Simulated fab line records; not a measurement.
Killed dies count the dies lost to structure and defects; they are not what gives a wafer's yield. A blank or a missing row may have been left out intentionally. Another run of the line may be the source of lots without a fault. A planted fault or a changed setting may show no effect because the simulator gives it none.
The tool behind it: which one? | flow sky130 | 7 lots, 21 wafers sampled, at 1 step of a route of 708

## WHAT THE GAUGES SHOWED, per wafer
SKY_SONOS_ONO_CD_MEAS_13: the cd target is 410 nm.
lot  | measured     | on        | cd nm (nm)
L384 | day 13 15:35 | cd sem-01 | 409.7 410.7 410.5
L385 | day 14 04:09 | cd sem-01 | 412.2 414.0 412.1
L392 | day 16 09:37 | cd sem-01 | 412.3 413.5 413.7
L395 | day 18 04:15 | cd sem-02 | 407.8 406.4 407.3
L399 | day 19 05:32 | cd sem-01 | 411.4 409.9 411.8
L400 | day 19 17:35 | cd sem-02 | 409.5 410.2 408.0
L402 | day 20 17:08 | cd sem-02 | 410.0 410.0 411.1

## EACH LOT AND THE TOOL THAT RAN IT (in order: tool; ch and the chambers of the sampled wafers; start)
The record holds no process step before these readings.

## THE ANSWER, worked out from the rows above alone
Rule: the usual values come from the lots themselves. The widest of any qualifying gaps counts: lots, ordered by their means at a reading, are off when they make up no more than a third of the lots, leave a main group of 4 or more, and stand apart from it by 3 or more times the standard deviation of that group's means. The tables above print the reading to a certain number of digits; a main group whose means all agree to those digits is not used. Also off: a lot with no number at a reading for which 4 or more lots have one. Any other lot the step has rows for is counted as sound.
None of the lots is off at any reading shown; this tells nothing.

## WHAT THE SIMULATOR PUT IN
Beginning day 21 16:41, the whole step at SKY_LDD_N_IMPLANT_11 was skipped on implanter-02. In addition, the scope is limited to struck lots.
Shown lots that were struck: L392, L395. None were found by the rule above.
